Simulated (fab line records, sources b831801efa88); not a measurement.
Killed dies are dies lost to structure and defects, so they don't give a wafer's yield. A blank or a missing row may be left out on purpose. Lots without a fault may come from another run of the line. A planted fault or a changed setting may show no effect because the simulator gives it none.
Chamber matching | flow sky130 | SKY_VIA3_CMP_02 on cmp-02: 4 sister chambers
The step polishes SiO2. 4 wafers are shown with their chamber, then 8 later ones without.

WAFERS WITH THEIR CHAMBER
wafer  | chamber | motor_current_A (A)
L693.6 | 0       | 10.3
L694.2 | 2       | 12.1
L694.6 | 3       | 16.0
L698.3 | 1       | 9.7

WAFERS WITHOUT THEIR CHAMBER
wafer  | motor_current_A (A)
L698.4 | 13.0
L698.5 | 15.7
L699.1 | 15.8
L699.2 | 12.9
L699.4 | 10.2
L709.1 | 11.1
L709.3 | 15.4
L709.5 | 12.5

WHICH CHAMBER EACH WENT THROUGH
wafer  | from the rows above          | in truth
L698.4 | 2                            | 2
L698.5 | 3                            | 3
L699.1 | 3                            | 3
L699.2 | 2                            | 2
L699.4 | can't be placed: 0 or 1      | 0
L709.1 | can't be placed: 0 or 2 or 1 | 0
L709.3 | 3                            | 3
L709.5 | 2                            | 2
Placed correctly: 6 of 8. Can't be placed from these rows: 2 (the true chamber is among the candidates in 2). Placed wrongly: 0.
How it was worked out, from the rows above alone: a wafer's distance from a chamber is the root of the sum, over the readings, of the square of ((its reading less the chamber's mean) divided by the reading's scatter). The wafer belongs to the nearest chamber; if the next one is less than 2 further off, it can't be placed. A chamber's mean is the mean of its shown wafers. The scatter: with one shown wafer a chamber, the root of the mean of the squares of how far each hidden wafer lies from its nearest shown one.
